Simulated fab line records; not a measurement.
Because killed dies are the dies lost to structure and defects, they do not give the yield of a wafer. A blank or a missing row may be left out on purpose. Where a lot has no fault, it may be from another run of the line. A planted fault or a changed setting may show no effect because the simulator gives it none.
Split-lot study	flow sfq_line	route with 325 steps; 5 lots, 27 wafers read

## SPLIT DETAILS
At SFQ_TRILAYER_R5_DEP_SPUTTER_133 (material MoNx, target thk 40 nm, time 66.7 s), the setting time_s was moved away from the recipe's 66.7 s on 12 of the 27 wafers read, by -44.9% to +35.8%. The other wafers ran this setting at the recipe's value.

## FROM THE SPLIT TO THE READING: what the file shows between them, 2 steps
- SFQ_TRILAYER_R5_DEP_SPUTTER_134: material Ti, target thk 5 nm, time 5 s
- SFQ_R5_RS_MEAS_933: measures by four-point-probe

## THE READING
R5_MONX_THK, in nm, at SFQ_R5_THK_MEAS_934 (measures by xrf). A value of 40.3 nm with a standard deviation of 0.46 nm is what fault-free wafers of this fab line usually give.

wafer	tool, chamber at the split	time_s as run, s	against the recipe	R5_MONX_THK, nm	against lot-mates on the recipe
L074.1	pvd_sputter-06, -	66.7	recipe	40.4	-
L074.2	pvd_sputter-06, -	90.59	+35.8%	54.4	+14.0
L074.3	pvd_sputter-06, -	90.59	+35.8%	54.2	+13.8
L074.4	pvd_sputter-06, -	90.59	+35.8%	54.9	+14.5
L074.5	pvd_sputter-06, -	66.7	recipe	40.2	-
L074.6	pvd_sputter-06, -	66.7	recipe	40.5	-
L076.1	pvd_sputter-04, -	66.7	recipe	40.5	-
L076.2	pvd_sputter-04, -	66.7	recipe	40.1	-
L076.5	pvd_sputter-04, -	66.7	recipe	40.0	-
L078.1	pvd_sputter-03, -	66.7	recipe	41.3	-
L078.2	pvd_sputter-03, -	77.11	+15.6%	47.5	+6.1
L078.3	pvd_sputter-03, -	77.11	+15.6%	48.1	+6.7
L078.4	pvd_sputter-03, -	66.7	recipe	41.8	-
L078.5	pvd_sputter-03, -	77.11	+15.6%	47.8	+6.4
L078.6	pvd_sputter-03, -	66.7	recipe	41.0	-
L083.1	pvd_sputter-03, -	90.44	+35.6%	54.7	+14.0
L083.2	pvd_sputter-03, -	90.44	+35.6%	54.7	+14.0
L083.3	pvd_sputter-03, -	66.7	recipe	40.7	-
L083.4	pvd_sputter-03, -	90.44	+35.6%	55.1	+14.4
L083.5	pvd_sputter-03, -	66.7	recipe	40.8	-
L083.6	pvd_sputter-03, -	66.7	recipe	40.6	-
L084.1	pvd_sputter-04, -	36.72	-44.9%	22.2	-17.7
L084.2	pvd_sputter-04, -	36.72	-44.9%	22.1	-17.8
L084.3	pvd_sputter-04, -	36.72	-44.9%	22.2	-17.7
L084.4	pvd_sputter-04, -	66.7	recipe	40.1	-
L084.5	pvd_sputter-04, -	66.7	recipe	40.0	-
L084.6	pvd_sputter-04, -	66.7	recipe	39.6	-

FIT RESULTS
A straight line over all 27 wafers: R5_MONX_THK changes by +0.405 nm for each +1% of time_s; r = +1.00; the points scatter about the line by 0.59 nm.
The same after taking each lot's own level away (the mean of its wafers on the recipe; 27 wafers): +0.396 nm for each +1%; r = +1.00; scatter 0.24 nm.
The reading moves by 18 nm for the largest change in time_s, on that fit.
Across the lots, their own levels run from 39.90 to 41.37 nm, a range of 3.2 times the standard deviation given above.
Consequently the slope shifts little with the lot-to-lot level, the two slopes agreeing.
Check: -17.8 nm against its lot-mates is what the line predicts for one of the wafers moved furthest among these (-44.9%) when that wafer is left out of the fit. Against them it came out at -17.7 nm.

## THE OTHER SPLITS THESE WAFERS WENT THROUGH
Note: prior to the reading, these wafers also went through further splits. Each is held against what the fit with the lots' levels taken away leaves over:
other split on the same wafers	wafers away from the commonest value	r with R5_MONX_THK (lot level and that fit taken away)
SFQ_TRILAYER_M3_ETCH_METAL_ETCH_078 time_s	9	-0.15
SFQ_TRILAYER_M4_ETCH_METAL_ETCH_096 time_s	6	-0.08

## THE WHOLE CHAIN: every reading that the file lists as answering this split, in the file's order
step	what it does	reading	change (the file's fit)	r (the file's)
SFQ_TRILAYER_R5_DEP_SPUTTER_133	material MoNx, target thk 40 nm, time 66.7 s	MoNx_of_TRILAYER_R5_DEP_SPUTTER_133.thk_nm (the simulator's own value, which no gauge read)	+0.395 nm for each +1% of the setting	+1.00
SFQ_R5_RS_MEAS_933	measures by four-point-probe	R5_MONX_RS	-0.0757 for each +1% of the setting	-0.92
SFQ_R5_THK_MEAS_934	measures by xrf	R5_MONX_THK	+0.396 for each +1% of the setting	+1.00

## FILE'S OWN FIT
R5_MONX_THK changes by +0.396 nm for each +1% of time_s, r = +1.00.
